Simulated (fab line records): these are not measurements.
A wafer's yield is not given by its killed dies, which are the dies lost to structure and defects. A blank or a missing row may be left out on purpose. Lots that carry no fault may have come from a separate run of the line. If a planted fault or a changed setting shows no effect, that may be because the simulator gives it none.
A single fault, viewed from 2 desks || flow gf180mcu || what lay behind the numbers comes last; until then each desk has only its own

## THE METROLOGY DESK
What the gauges read, lot by lot, whatever tool the lot ran on: means of the sampled wafers that have a number. If a lot's mean is further than 4 standard deviations from the usual mean, the lot is out of limits and carries the mark OUT (the distance appears in the brackets).
Columns: A = V3_W_THK at GF_V3_THK_MEAS_25, usual 344 nm; B = V4_CVD_02_THK at GF_V4_THK_MEAS_03, usual 851 nm
{"lot": "L550", "first seen here": "day 22 04:31", "A": 344, "B": 862}
{"lot": "L551", "first seen here": "day 22 20:28", "A": 337, "B": 857}
{"lot": "L552", "first seen here": "day 23 02:58", "A": 346, "B": 851}
{"lot": "L553", "first seen here": "day 23 12:45", "A": 343, "B": 839}
{"lot": "L556", "first seen here": "day 24 16:24", "A": 342, "B": 857}
{"lot": "L557", "first seen here": "day 24 23:12", "A": 342, "B": 850}
{"lot": "L559", "first seen here": "day 25 14:56", "A": 337, "B": 855}
{"lot": "L561", "first seen here": "day 26 09:18", "A": 351, "B": 852}
{"lot": "L563", "first seen here": "day 27 02:20", "A": 344, "B": 858}
{"lot": "L564", "first seen here": "day 27 03:32", "A": 338, "B": "364 (-44) OUT"}
{"lot": "L565", "first seen here": "day 27 16:22", "A": 342, "B": "688 (-15) OUT"}
{"lot": "L566", "first seen here": "day 27 21:13", "A": 336, "B": 850}
This desk's result: L564, L565 out of limits, first on L564 (V4_CVD_02_THK at GF_V4_THK_MEAS_03), day 28 01:29. L550, L551, L552, L553, L556, L557, L559, L561, L563, L566 stayed within limits.

## FOR THE TOOL OWNER'S DESK: pecvd-01
The tool's own readings at GF_V4_CVD_02 (deposits SiO2 from TEOS, target thk 850 nm, time 94.851 s): means of the sampled wafers that have a number, for each lot that ran on this tool. If a lot's mean is further than 4 standard deviations from the usual mean, the lot is out of limits and carries the mark OUT (the distance appears in the brackets).
Columns: A = heater-power-w at GF_V4_CVD_02, usual 630 W
{"lot": "L553", "first seen here": "day 24 13:07", "A": 584}
{"lot": "L563", "first seen here": "day 28 00:18", "A": 614}
{"lot": "L564", "first seen here": "day 28 01:24", "A": 588}
{"lot": "L565", "first seen here": "day 28 13:09", "A": 619}
Finding of this desk: none of the 4 lots has anything out of limits.

## TAKEN TOGETHER
An alarm was possible from the metrology desk at day 28 01:29, on L564, L565.
Nothing out of limits was seen by the tool owner's desk.
The tool owner's desk has L564, L565 on record, within its limits.
On pecvd-01, each named lot ran GF_V4_CVD_02.

## WHAT THE SIMULATOR HAD INSERTED
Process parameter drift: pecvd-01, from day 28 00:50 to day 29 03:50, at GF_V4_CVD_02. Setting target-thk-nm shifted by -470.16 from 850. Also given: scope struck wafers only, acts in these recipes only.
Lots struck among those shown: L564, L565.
Per desk, hours elapsed from the start of the fault to the first reading out of limits: for the metrology desk, 1.
